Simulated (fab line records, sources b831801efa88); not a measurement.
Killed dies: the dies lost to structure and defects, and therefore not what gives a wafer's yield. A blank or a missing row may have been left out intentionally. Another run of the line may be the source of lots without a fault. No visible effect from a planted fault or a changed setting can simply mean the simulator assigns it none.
Problem report in the 8D (eight disciplines) form, filled by code + flow sky130 + the parts of the form that need people (team, actions taken, sign-off) are left out

## 1. THE ISSUE
Wafers free of any fault read 0.0 nm (standard deviation 1.3) for VT_ADJUST_HVTP_OVL at SKY_VT_ADJUST_HVTP_OVL_MEAS_08, against a mean of 38.3 nm on 12 wafers of 4 lots. That is +29 standard deviations from the usual mean.
Earliest sighting: wafer L955.2 on overlay-02 at day 9 19:12. The record has a number at this step for 36 wafers belonging to 12 lots. Rule for "out", or "out of limits": more than 4 standard deviations from the usual mean. All remaining wafers that have a number are taken as sound.

## 2. WHAT IT IS, AND WHAT IT ISN'T
| question                    | is                     | is not                                                                    |
|-----------------------------|------------------------|---------------------------------------------------------------------------|
| which readings at this step | VT_ADJUST_HVTP_OVL     | -                                                                         |
| which lots                  | L955, L956, L959, L960 | L945, L946, L949, L951, L952, L954, L958, L964                            |
| which wafers of those lots  | all that have a number | -                                                                         |
| read on which gauges        | overlay-01, overlay-02 | -                                                                         |
| when                        | from day 9 19:12       | up to then (18 sound wafers); but 6 sound wafers of L958, L964 came after |

## 3. SUSPECTS, AND WHAT RULES EACH OUT
Counting: any tool at a process step up to the reading is kept as a suspect provided that every lot that is out went through it and no sound lot did after the first of them.
- the gauge at SKY_VT_ADJUST_HVTP_OVL_MEAS_08: ruled out. Those wafers that are out were read across 2 gauges (overlay-01, overlay-02).
- iline stepper-01 at SKY_VT_ADJUST_HVTP_EXPOSE_04 (exposes mask HVTPM, target cd 380 nm): kept. It ran every lot that is out, first L955 (day 9 09:17), and no sound lot after that; its last sound lot up to then is L954 (day 8 23:44).
After counting, what remains is iline stepper-01 at SKY_VT_ADJUST_HVTP_EXPOSE_04.

## 4. THE CAUSE (what the simulator had put in)
Scanner matching overlay: iline stepper-01, from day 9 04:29 on, at SKY_VT_ADJUST_HVTP_EXPOSE_04. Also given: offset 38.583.
Counting left only this tool.

## 5. THE CHAIN OF EFFECTS, in route order
Each row: a reading where the mean over the struck wafers with a number is more than 3 standard deviations away from the usual. Only readings whose record carries a usual standard deviation are examined. hours: median over the lots of the time between each lot's start at the first step of this table that gives one and its start at this step. sigmas: the change, counted in usual standard deviations.
| hours | step                           | reading            | usual  | on struck wafers | change | sigmas |
|-------|--------------------------------|--------------------|--------|------------------|--------|--------|
| 0     | SKY_VT_ADJUST_HVTP_OVL_MEAS_08 | VT_ADJUST_HVTP_OVL | 0.0 nm | 38.3             | +38.3  | +29    |

## 6. WHAT WOULD HAVE CAUGHT IT SOONER
The first out-of-limits reading at a measuring or inspecting step in this record came at day 9 19:12, 15 hours after the fault's start at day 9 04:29.
Lots out: 4; of these, L960, L959 started SKY_VT_ADJUST_HVTP_EXPOSE_04 on iline stepper-01 after day 9 19:12. A hold on the tool at that time would have spared those 2.
